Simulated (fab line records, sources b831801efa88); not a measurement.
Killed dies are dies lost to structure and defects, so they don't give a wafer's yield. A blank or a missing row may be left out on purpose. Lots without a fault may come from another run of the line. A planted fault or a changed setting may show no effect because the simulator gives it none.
Which tool did it? | flow gf180mcu | 24 lots, 72 wafers sampled, at 6 steps of a route of 602

WHAT THE GAUGES READ, wafer by wafer
GF_V4_THK_MEAS_03. Usual: V4_CVD_02_THK 850 nm, standard deviation 11.
lot  | measured     | on            | V4_CVD_02_THK (nm) | flag
L074 | day 23 14:39 | film_metro-03 | 843 843 857        |
L075 | day 23 23:37 | film_metro-01 | 845 859 850        |
L076 | day 24 06:05 | film_metro-03 | 837 850 842        |
L077 | day 24 14:03 | film_metro-03 | 857 847 857        |
L078 | day 25 02:51 | film_metro-03 | 831 856 848        |
L079 | day 25 11:14 | film_metro-01 | 839 843 863        |
L080 | day 25 15:47 | film_metro-04 | 845 868 859        |
L081 | day 25 20:10 | film_metro-03 | 834 839 860        |
L082 | day 26 07:01 | film_metro-03 | 844 835 854        |
L083 | day 26 19:10 | film_metro-03 | 831 856 854        |
L084 | day 27 00:08 | film_metro-04 | 846 872 869        |
L085 | day 27 12:04 | film_metro-01 | 835 846 859        |
L086 | day 27 14:19 | film_metro-01 | 846 862 856        |
L087 | day 27 22:32 | film_metro-01 | 841 850 855        |
L088 | day 28 10:20 | film_metro-04 | 849 861 844        |
L089 | day 28 10:34 | film_metro-03 | 843 848 854        |
L090 | day 28 21:10 | film_metro-01 | 834 836 855        |
L091 | day 29 01:22 | film_metro-03 | 860 854 876        |
L092 | day 29 13:39 | film_metro-03 | 850 850 847        |
L093 | day 29 15:00 | film_metro-03 | 847 849 875        |
L094 | day 29 21:11 | film_metro-04 | 841 849 857        |
L095 | day 30 05:26 | film_metro-03 | 849 834 853        |
L096 | day 30 07:08 | film_metro-04 | 853 833 849        |
L097 | day 30 15:57 | film_metro-01 | 847 846 864        |

GF_V4_THK_MEAS_25: measures by xrf. Usual: V4_W_THK 351 nm, standard deviation 4.2.
lot  | measured     | on            | V4_W_THK (nm) | flag
L074 | day 24 14:26 | film_metro-01 | 347 346 351   |
L075 | day 24 23:03 | film_metro-01 | 349 350 346   |
L076 | day 25 05:08 | film_metro-04 | 354 354 352   |
L077 | day 25 13:29 | film_metro-04 | 350 356 355   |
L078 | day 26 01:05 | film_metro-04 | 347 343 347   |
L079 | day 26 09:56 | film_metro-01 | 342 343 349   |
L080 | day 26 14:28 | film_metro-04 | 351 353 355   |
L081 | day 26 18:18 | film_metro-04 | 353 347 350   |
L082 | day 27 05:01 | film_metro-03 | 347 352 355   |
L083 | day 27 16:50 | film_metro-01 | 342 346 344   |
L084 | day 27 21:59 | film_metro-04 | 356 357 353   |
L085 | day 28 09:37 | film_metro-03 | 349 354 352   |
L086 | day 28 11:25 | film_metro-01 | 347 348 348   |
L087 | day 28 19:01 | film_metro-01 | 349 350 345   |
L088 | day 29 08:07 | film_metro-01 | 349 349 351   |
L089 | day 29 08:04 | film_metro-03 | 351 350 350   |
L090 | day 29 17:17 | film_metro-04 | 355 354 356   |
L091 | day 29 22:16 | film_metro-01 | 352 348 349   |
L092 | day 30 09:26 | film_metro-03 | 353 347 352   |
L093 | day 30 11:14 | film_metro-01 | 351 359 353   |
L094 | day 30 17:04 | film_metro-04 | 358 353 359   |
L095 | day 31 01:14 | film_metro-01 | 351 351 349   |
L096 | day 31 02:59 | film_metro-04 | 353 349 349   |
L097 | day 31 11:27 | film_metro-03 | 360 348 360   |

GF_V5_RS_MEAS_24: measures by four-point-probe. Usual: V5_W_RS 0.328 ohm/sq, standard deviation 0.0037.
lot  | measured     | on            | V5_W_RS (ohm/sq)  | flag
L074 | day 27 09:49 | film_metro-02 | 0.324 0.330 0.324 |
L075 | day 27 18:55 | film_metro-02 | 0.332 0.333 0.333 |
L076 | day 27 22:59 | film_metro-03 | 0.327 0.322 0.328 |
L077 | day 28 07:23 | film_metro-01 | 0.327 0.325 0.332 |
L078 | day 28 18:23 | film_metro-03 | 0.331 0.332 0.331 |
L079 | day 29 02:42 | film_metro-02 | 0.329 0.330 0.327 |
L080 | day 29 05:47 | film_metro-01 | 0.328 0.330 0.325 |
L081 | day 29 09:41 | film_metro-03 | 0.324 0.328 0.338 |
L082 | day 29 19:29 | film_metro-03 | 0.331 0.330 0.329 |
L083 | day 30 06:35 | film_metro-02 | 0.331 0.329 0.325 |
L084 | day 30 11:23 | film_metro-03 | 0.328 0.325 0.322 |
L085 | day 30 22:11 | film_metro-03 | 0.322 0.325 0.326 |
L086 | day 31 00:05 | film_metro-02 | 0.330 0.331 0.330 |
L087 | day 31 06:03 | film_metro-03 | 0.332 0.330 0.324 |
L088 | day 31 19:26 | film_metro-02 | 0.326 0.324 0.327 |
L089 | day 31 17:59 | film_metro-01 | 0.328 0.322 0.331 |
L090 | day 32 03:02 | film_metro-02 | 0.334 0.340 0.334 |
L091 | day 32 07:11 | film_metro-03 | 0.323 0.331 0.327 |
L092 | day 32 16:14 | film_metro-03 | 0.327 0.332 0.328 |
L093 | day 32 20:56 | film_metro-03 | 0.330 0.327 0.320 |
L094 | day 33 01:01 | film_metro-01 | 0.331 0.331 0.328 |
L095 | day 33 05:11 | film_metro-02 | 0.328 0.331 0.328 |
L096 | day 33 06:49 | film_metro-01 | 0.324 0.326 0.322 |
L097 | day 33 16:17 | film_metro-03 | 0.329 0.327 0.329 |

WHICH TOOL RAN EACH LOT (tool, then ch and the chambers of the sampled wafers, then the start)
lot  | GF_M3_STRIP_17                       | GF_MIM_SPUTTER_09            | GF_V5_STRIP_18
L074 | plasma_asher-01 ch 0,1, day 21 11:55 | pvd_sputter-04, day 24 15:10 | plasma_asher-01 ch 0,1, day 27 09:02
L075 | plasma_asher-02 ch 0,1, day 21 21:13 | pvd_sputter-02, day 24 23:52 | plasma_asher-02 ch 0,1, day 27 17:46
L076 | plasma_asher-02 ch 0,1, day 22 04:59 | pvd_sputter-02, day 25 05:57 | plasma_asher-03 ch 0,1, day 27 21:47
L077 | plasma_asher-04 ch 0, day 22 12:23   | pvd_sputter-04, day 25 14:13 | plasma_asher-01 ch 0,1, day 28 06:35
L078 | plasma_asher-01 ch 0,1, day 23 01:16 | pvd_sputter-04, day 26 01:49 | plasma_asher-01 ch 0,1, day 28 17:37
L079 | plasma_asher-02 ch 0, day 23 10:47   | pvd_sputter-02, day 26 10:40 | plasma_asher-03 ch 0, day 29 01:35
L080 | plasma_asher-04 ch 0,1, day 23 16:35 | pvd_sputter-04, day 26 15:11 | plasma_asher-01 ch 0,1, day 29 04:41
L081 | plasma_asher-02 ch 0,1, day 23 20:08 | pvd_sputter-04, day 26 19:02 | plasma_asher-01 ch 0,1, day 29 08:53
L082 | plasma_asher-02 ch 0,1, day 24 09:21 | pvd_sputter-01, day 27 05:46 | plasma_asher-02 ch 0,1, day 29 18:44
L083 | plasma_asher-02 ch 0,1, day 24 19:26 | pvd_sputter-02, day 27 17:34 | plasma_asher-03 ch 0,1, day 30 05:50
L084 | plasma_asher-04 ch 0,1, day 25 02:21 | pvd_sputter-02, day 27 22:43 | plasma_asher-02 ch 0,1, day 30 10:35
L085 | plasma_asher-04 ch 0,1, day 25 14:41 | pvd_sputter-04, day 28 10:22 | plasma_asher-03 ch 0,1, day 30 21:26
L086 | plasma_asher-02 ch 0,1, day 25 16:25 | pvd_sputter-01, day 28 12:09 | plasma_asher-03 ch 0,1, day 30 23:20
L087 | plasma_asher-02 ch 0,1, day 26 02:00 | pvd_sputter-04, day 28 19:46 | plasma_asher-02 ch 1, day 31 05:17
L088 | plasma_asher-02 ch 0,1, day 26 13:56 | pvd_sputter-01, day 29 09:06 | plasma_asher-01 ch 0,1, day 31 18:20
L089 | plasma_asher-01 ch 0,1, day 26 14:34 | pvd_sputter-02, day 29 08:48 | plasma_asher-02 ch 0,1, day 31 17:14
L090 | plasma_asher-02 ch 0,1, day 27 01:50 | pvd_sputter-02, day 29 18:02 | plasma_asher-03 ch 0,1, day 32 02:17
L091 | plasma_asher-02 ch 0,1, day 27 05:38 | pvd_sputter-02, day 29 22:59 | plasma_asher-03 ch 0, day 32 06:23
L092 | plasma_asher-04 ch 0,1, day 27 17:59 | pvd_sputter-01, day 30 10:11 | plasma_asher-01 ch 0, day 32 15:29
L093 | plasma_asher-02 ch 0,1, day 27 19:14 | pvd_sputter-01, day 30 11:59 | plasma_asher-03 ch 0,1, day 32 20:11
L094 | plasma_asher-02 ch 0,1, day 28 02:08 | pvd_sputter-04, day 30 17:56 | plasma_asher-03 ch 0,1, day 33 00:11
L095 | plasma_asher-02 ch 0,1, day 28 11:14 | pvd_sputter-02, day 31 01:58 | plasma_asher-01 ch 0,1, day 33 04:14
L096 | plasma_asher-01 ch 0,1, day 28 12:18 | pvd_sputter-02, day 31 03:43 | plasma_asher-01 ch 0,1, day 33 05:44
L097 | plasma_asher-02 ch 0,1, day 28 23:17 | pvd_sputter-01, day 31 12:11 | plasma_asher-01 ch 0,1, day 33 15:11
- GF_M3_STRIP_17: strips in O2/N2.
- GF_MIM_SPUTTER_09: material TiN, target thk 35 nm, time 29.2 s.
- GF_V5_STRIP_18: strips in O2/N2.

WHAT THE TOOLS THEMSELVES READ (means of the sampled wafers that have a number; where no wafer has one, the mark that the record gives instead)
GF_M3_STRIP_17. Usual: drypump_motor_current_A 5.4 A, standard deviation 0.38; heater_power_w 305 W, standard deviation 22; oes_product_au 0.558 a.u., standard deviation 0.0046; strip_time_to_endpoint_s 7.89 s, standard deviation 0.047.
lot  | tool            | drypump_motor_current_A (A) | heater_power_w (W) | oes_product_au (a.u.) | strip_time_to_endpoint_s (s) | flag
L074 | plasma_asher-01 | 6.1                         | 304                | 0.560                 | 7.84                         |
L075 | plasma_asher-02 | 5.2                         | 292                | 0.553                 | 7.83                         |
L076 | plasma_asher-02 | 5.2                         | 295                | 0.559                 | 7.88                         |
L077 | plasma_asher-04 | 5.8                         | 358                | 0.550                 | 7.85                         |
L078 | plasma_asher-01 | 6.2                         | 321                | 0.561                 | 7.90                         |
L079 | plasma_asher-02 | 5.1                         | 289                | 0.556                 | 7.85                         |
L080 | plasma_asher-04 | 5.7                         | 327                | 0.556                 | 7.83                         |
L081 | plasma_asher-02 | 5.2                         | 288                | 0.556                 | 7.90                         |
L082 | plasma_asher-02 | 5.2                         | 296                | 0.556                 | 7.92                         |
L083 | plasma_asher-02 | 5.2                         | 298                | 0.557                 | 7.92                         |
L084 | plasma_asher-04 | 5.7                         | 324                | 0.558                 | 7.89                         |
L085 | plasma_asher-04 | 5.7                         | 325                | 0.555                 | 7.91                         |
L086 | plasma_asher-02 | 5.2                         | 293                | 0.559                 | 7.94                         |
L087 | plasma_asher-02 | 5.2                         | 295                | 0.561                 | 7.94                         |
L088 | plasma_asher-02 | 5.2                         | 295                | 0.560                 | 7.92                         |
L089 | plasma_asher-01 | 6.1                         | 310                | 0.551                 | 7.84                         |
L090 | plasma_asher-02 | 5.2                         | 297                | 0.563                 | 7.95                         |
L091 | plasma_asher-02 | 5.2                         | 290                | 0.558                 | 7.91                         |
L092 | plasma_asher-04 | 5.7                         | 325                | 0.559                 | 7.90                         |
L093 | plasma_asher-02 | 5.1                         | 294                | 0.559                 | 7.88                         |
L094 | plasma_asher-02 | 5.2                         | 294                | 0.561                 | 7.92                         |
L095 | plasma_asher-02 | 5.2                         | 290                | 0.562                 | 7.91                         |
L096 | plasma_asher-01 | 6.1                         | 305                | 0.565                 | 7.88                         |
L097 | plasma_asher-02 | 5.2                         | 288                | 0.551                 | 7.81                         |

GF_MIM_SPUTTER_09. Usual: throttle_valve_pct 30.5 %, standard deviation 1.3.
lot  | tool           | throttle_valve_pct (%) | flag
L074 | pvd_sputter-04 | 31.1                   |
L075 | pvd_sputter-02 | 30.0                   |
L076 | pvd_sputter-02 | 30.4                   |
L077 | pvd_sputter-04 | 30.9                   |
L078 | pvd_sputter-04 | 31.7                   |
L079 | pvd_sputter-02 | 31.0                   |
L080 | pvd_sputter-04 | 30.6                   |
L081 | pvd_sputter-04 | 31.2                   |
L082 | pvd_sputter-01 | 30.6                   |
L083 | pvd_sputter-02 | 31.1                   |
L084 | pvd_sputter-02 | 31.6                   |
L085 | pvd_sputter-04 | 30.9                   |
L086 | pvd_sputter-01 | 30.8                   |
L087 | pvd_sputter-04 | 30.5                   |
L088 | pvd_sputter-01 | 29.9                   |
L089 | pvd_sputter-02 | 30.6                   |
L090 | pvd_sputter-02 | 30.8                   |
L091 | pvd_sputter-02 | 30.6                   |
L092 | pvd_sputter-01 | 29.8                   |
L093 | pvd_sputter-01 | 30.4                   |
L094 | pvd_sputter-04 | 31.1                   |
L095 | pvd_sputter-02 | 30.3                   |
L096 | pvd_sputter-02 | 30.5                   |
L097 | pvd_sputter-01 | 30.2                   |

GF_V5_STRIP_18. Usual: drypump_motor_current_A 5.8 A, standard deviation 0.67; heater_power_w 314 W, standard deviation 21; oes_product_au 0.568 a.u., standard deviation 0.0049.
lot  | tool            | drypump_motor_current_A (A) | heater_power_w (W) | oes_product_au (a.u.) | flag
L074 | plasma_asher-01 | 6.1                         | 320                | 0.576                 |
L075 | plasma_asher-02 | 5.2                         | 293                | 0.573                 |
L076 | plasma_asher-03 | 6.2                         | 319                | 0.568                 |
L077 | plasma_asher-01 | 6.2                         | 315                | 0.566                 |
L078 | plasma_asher-01 | 6.1                         | 305                | 0.571                 |
L079 | plasma_asher-03 | 6.8                         | 332                | 0.574                 |
L080 | plasma_asher-01 | 6.1                         | 309                | 0.566                 |
L081 | plasma_asher-01 | 6.1                         | 319                | 0.565                 |
L082 | plasma_asher-02 | 5.2                         | 290                | 0.564                 |
L083 | plasma_asher-03 | 5.6                         | 318                | 0.567                 |
L084 | plasma_asher-02 | 5.2                         | 298                | 0.567                 |
L085 | plasma_asher-03 | 6.2                         | 326                | 0.574                 |
L086 | plasma_asher-03 | 6.1                         | 322                | 0.566                 |
L087 | plasma_asher-02 | 5.3                         | 296                | 0.567                 |
L088 | plasma_asher-01 | 6.2                         | 320                | 0.567                 |
L089 | plasma_asher-02 | 5.2                         | 297                | 0.574                 |
L090 | plasma_asher-03 | 6.2                         | 338                | 0.565                 |
L091 | plasma_asher-03 | 6.8                         | 349                | 0.567                 |
L092 | plasma_asher-01 | 6.1                         | 291                | 0.568                 |
L093 | plasma_asher-03 | 6.2                         | 340                | 0.566                 |
L094 | plasma_asher-03 | 6.2                         | 339                | 0.570                 |
L095 | plasma_asher-01 | 6.1                         | 304                | 0.572                 |
L096 | plasma_asher-01 | 6.2                         | 315                | 0.564                 |
L097 | plasma_asher-01 | 6.1                         | 315                | 0.564                 |

THE ANSWER, worked out from the rows above alone
Rule: a lot is off if the mean of its wafers that have a number lies more than 3 standard deviations from the usual mean. A lot without any number at a reading at which 4 lots or more have one is off too. The other lots that the step has rows for count as sound. The gauges are gone through in route order, then the tools' own readings, and for those a lot's mean is taken as printed above. The first step at which some lot is off is used, and at that step the reading that is off furthest; a lot without a number counts as furthest.
No lot is off at any reading shown: from this, nothing can be told.

WHAT THE SIMULATOR HAD PUT IN
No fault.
